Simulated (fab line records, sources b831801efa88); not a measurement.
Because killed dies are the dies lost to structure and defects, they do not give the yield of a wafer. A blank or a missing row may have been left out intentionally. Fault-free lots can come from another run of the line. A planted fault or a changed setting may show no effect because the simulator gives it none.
Chamber matching -- flow sfq-line -- 4 sister chambers for SFQ_TRILAYER_I1_CMP_CMP_046 on cmp-02
The step polishes SiO2. 8 wafers are shown with their chamber, then 7 later ones without.

== EACH WAFER AND ITS CHAMBER ==
wafer,chamber,motor-current-A (A),edge-zone-pressure-frac
L736.6,1,8.7,0.998
L748.2,3,11.8,0.991
L748.6,1,9.1,1.000
L750.2,0,10.1,1.003
L750.3,2,8.9,0.995
L750.4,3,11.4,0.989
L751.1,0,10.2,0.993
L751.5,2,8.6,0.994

== WAFERS MISSING THEIR CHAMBER ==
wafer,motor-current-A (A),edge-zone-pressure-frac
L751.6,8.5,0.996
L753.4,8.4,1.000
L753.2,10.2,1.004
L753.6,8.5,1.000
L754.3,8.8,1.002
L754.4,12.0,1.000
L754.2,8.5,1.005

== EACH ONE'S CHAMBER ==
wafer,from the rows above,in truth
L751.6,can't be placed: 2 or 1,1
L753.4,can't be placed: 2 or 1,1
L753.2,0,0
L753.6,can't be placed: 1 or 2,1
L754.3,can't be placed: 1 or 2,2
L754.4,3,3
L754.2,can't be placed: 1 or 2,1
2 of 7 placed correctly. Unplaceable from these rows: 5, with the true chamber sitting among the candidates in 5. Number placed wrongly: 0.
How it was worked out, from the rows above alone: a wafer's distance from a chamber is the root of the sum, over the readings, of the square of ((its reading less the chamber's mean) divided by the reading's scatter). The wafer belongs to the nearest chamber; if the next one is less than 2 further off, it can't be placed. The mean given for a chamber averages the wafers shown for that chamber. How the scatter is found: for the shown wafers, subtract from each reading the mean of its chamber, square and add these, divide the total by (wafers less chambers), then take the root.
